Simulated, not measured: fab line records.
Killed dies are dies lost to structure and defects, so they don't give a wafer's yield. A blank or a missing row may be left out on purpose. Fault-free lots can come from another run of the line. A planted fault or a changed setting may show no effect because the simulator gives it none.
A struck lot beside a sound one ; flow sky130 ; 15 out of 708 route steps
Sound: wafers L616.1, L616.3, L616.5. Wafers L632.3, L632.5, L632.6 were the ones struck. The cause is named last.
Order at every step that has rows: each side's tool, ch and its chambers, its first start. Under that, the readings that differ: sound wafers ; struck wafers ; difference of the means ; sigmas: that difference in standard deviations of wafers without a fault.
alike: same words and numbers on both sides, and readings whose means sit less than 2 such deviations apart. not compared: any withheld reading, any reading some wafer has no value for, any bound like >300 that may hide the same value, and any number with overlapping values for which the record gives no deviation.
Wherever a step has rows on one side only, a row that says differs or no value, or a row with sigmas, the two part there. When numbers do not overlap yet have no deviation, they are printed without sigmas and do not part them. Lack of a reading on every wafer of one side parts them only where that side has two or more wafers.

SKY_RES_XHIGH_TW_MEAS_09:
  sound: filmMetro-04 at day 27 16:28; struck: filmMetro-01 at day 32 23:08
  alike: RES_XHIGH_TW
then, 7 steps without rows for these wafers: SKY_SD_N_DEHYDRATE_00 (time 60 s); SKY_SD_N_HMDS_01 (prime time 60 s); SKY_SD_N_COAT_02 (resist thk 1140 nm); SKY_SD_N_SOFTBAKE_03 (time 60 s); SKY_SD_N_EXPOSE_04 (exposes mask NSDM, target cd 380 nm); SKY_SD_N_PEB_05; SKY_SD_N_DEVELOP_06 (develop time 60 s).
SKY_SD_N_CD_MEAS_07 targets a cd of 380 nm.
  sound: cdSem-01 at day 28 21:28; struck: cdSem-02 at day 34 00:43
  alike: cdNm
SKY_SD_N_OVL_MEAS_08:
  sound: overlay-02 at day 28 21:35; struck: overlay-02 at day 34 00:48
  alike: SD_N_OVL
then, 2 steps without rows for these wafers: SKY_SD_N_IMPLANT_09; SKY_SD_N_IMPLANT_10.
SKY_SD_N_STRIP_11: strips in O2/N2.
  sound on plasmaAsher-03 ch 0,1, day 28 21:55; struck on plasmaAsher-03 ch 0,1, day 34 01:10
reading;sound;struck;difference;sigmas
o2FlowSccm (sccm);2999 2994 2997;2397 2391 2409;-598;-66
oesProductAu (a.u.);0.528 0.526 0.533;0.516 0.526 0.517;-0.009;-2
stripTimeToEndpointS (s);22.53 22.54 22.54;22.87 22.87 22.89;+0.34;+8
  alike: chamberPressureMTorr, drypumpMotorCurrentA
  not compared: rfHoursCounterH
SKY_SD_N_TW_MEAS_12:
  sound: filmMetro-02 at day 28 22:01; struck: filmMetro-02 at day 34 01:14
  alike: SD_N_TW
-- here the record skips 16 days between the struck wafers' starts before and after, leaving off in module SD_N and picking up in module PAD_OPEN (first step shown: number 708 of the route) --
SKY_PAD_OPEN_PROBE_99:
  sound: prober-01 at day 46 12:35; struck: prober-01 at day 49 23:38
  alike: killed_at_M0_to_M3, killed_at_M4_up, killedAtContacts, killedAtFrontEnd, killedAtOther, killedDies, killedOpen, killedShort

## WHERE THEY PART
SKY_SD_N_STRIP_11 only, going by this record. Later steps at which nothing parts them and some readings are alike: SKY_SD_N_TW_MEAS_12, SKY_PAD_OPEN_PROBE_99.

WHY: the cause the simulator had injected
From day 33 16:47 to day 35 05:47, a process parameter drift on plasmaAsher-03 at SKY_SD_N_STRIP_11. The setting o2FlowSccm was moved by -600, starting from 3000. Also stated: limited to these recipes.
